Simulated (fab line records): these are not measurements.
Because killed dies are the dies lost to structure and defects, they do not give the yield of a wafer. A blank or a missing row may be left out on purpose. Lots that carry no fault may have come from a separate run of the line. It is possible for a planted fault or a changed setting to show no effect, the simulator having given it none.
What tool caused it?	flow gf180mcu	Sampling: 7 lots, 21 wafers, 2 of 602 route steps

WHAT EACH GAUGE READ, for each wafer
GF_LVPWELL_TW_MEAS_11.
lot	measured	on	LVPWELL_TW
L303	day 4 05:46	film metro-03	572 575 575
L306	day 4 20:37	film metro-03	575 572 573
L308	day 5 06:28	film metro-03	570 572 569
L311	day 6 01:25	film metro-03	571 570 567
L320	day 8 04:00	film metro-01	568 570 568
L322	day 8 12:49	film metro-03	576 571 574

EACH LOT AND THE TOOL THAT RAN IT (in order: tool; ch and the chambers of the sampled wafers; start)
lot	GF_STI_OXIDATION_01
L303	furnace-01 ch 0, day 1 15:29
L306	furnace-01 ch 0, day 2 06:59
L308	furnace-02 ch 0, day 2 16:08
L311	furnace-01 ch 0, day 3 08:14
L314	furnace-02, day 3 22:07
L320	furnace-01 ch 0, day 5 04:07
L322	furnace-02 ch 0, day 5 14:07
- GF_STI_OXIDATION_01: stabilise 600 s, purge 300 s, target thk 10 nm.

THE ANSWER, worked out from the rows above alone
Rule: what is usual is taken from the lots themselves. Put in order of their means at a reading, lots are off if they are a third of the lots or fewer, leave a main group of 4 or more, and stand apart from it by a gap of 3 or more times the standard deviation of the main group's means; of several such gaps the widest counts. A main group is skipped when, at the precision printed for the reading in the tables above, its means are all equal. A lot without any number at a reading at which 4 lots or more have one is off too. Any other lot the step has rows for is counted as sound.
No lot is off at any reading shown: from this, nothing can be told.

WHAT WAS PUT IN BY THE SIMULATOR
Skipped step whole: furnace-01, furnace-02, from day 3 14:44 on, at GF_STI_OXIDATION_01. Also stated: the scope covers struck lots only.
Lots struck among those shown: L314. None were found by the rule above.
